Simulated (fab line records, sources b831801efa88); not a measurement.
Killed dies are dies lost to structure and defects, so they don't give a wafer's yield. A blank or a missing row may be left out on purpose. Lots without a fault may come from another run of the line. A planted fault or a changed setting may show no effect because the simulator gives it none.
Chamber matching | flow sky130 | SKY_VIA2_ETCH_15 on rie_diel-02: 4 sister chambers
The step etches SiO2 in C4F8/O2/Ar, stops on TiN, target depth 546 nm, time 84 s. 8 wafers are shown with their chamber, then 12 later ones without.

WAFERS WITH THEIR CHAMBER
wafer  | chamber | oes_product_au (a.u.)
L086.1 | 1       | 0.949
L086.3 | 3       | 0.941
L086.4 | 0       | 0.933
L086.5 | 3       | 0.931
L086.6 | 2       | 0.944
L089.1 | 0       | 0.932
L089.2 | 1       | 0.933
L089.3 | 2       | 0.938

WAFERS WITHOUT THEIR CHAMBER
wafer  | oes_product_au (a.u.)
L089.4 | 0.945
L089.5 | 0.937
L089.6 | 0.928
L092.1 | 0.942
L092.2 | 0.941
L092.3 | 0.933
L092.4 | 0.936
L092.5 | 0.947
L092.6 | 0.941
L096.1 | 0.943
L096.2 | 0.939
L096.4 | 0.942

WHICH CHAMBER EACH WENT THROUGH
wafer  | from the rows above               | in truth
L089.4 | can't be placed: 1 or 2 or 3 or 0 | 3
L089.5 | can't be placed: 3 or 2 or 1 or 0 | 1
L089.6 | can't be placed: 0 or 3 or 2 or 1 | 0
L092.1 | can't be placed: 1 or 2 or 3 or 0 | 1
L092.2 | can't be placed: 2 or 1 or 3 or 0 | 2
L092.3 | can't be placed: 0 or 3 or 2 or 1 | 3
L092.4 | can't be placed: 3 or 0 or 2 or 1 | 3
L092.5 | can't be placed: 1 or 2 or 3 or 0 | 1
L092.6 | can't be placed: 2 or 1 or 3 or 0 | 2
L096.1 | can't be placed: 1 or 2 or 3 or 0 | 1
L096.2 | can't be placed: 2 or 1 or 3 or 0 | 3
L096.4 | can't be placed: 1 or 2 or 3 or 0 | 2
Placed correctly: 0 of 12. Can't be placed from these rows: 12 (the true chamber is among the candidates in 12). Placed wrongly: 0.
How it was worked out, from the rows above alone: a wafer's distance from a chamber is the root of the sum, over the readings, of the square of ((its reading less the chamber's mean) divided by the reading's scatter). The wafer belongs to the nearest chamber; if the next one is less than 2 further off, it can't be placed. A chamber's mean is the mean of its shown wafers. The scatter: the root of (the sum of the squares of (reading less its chamber's mean) over the shown wafers, divided by (wafers less chambers)).
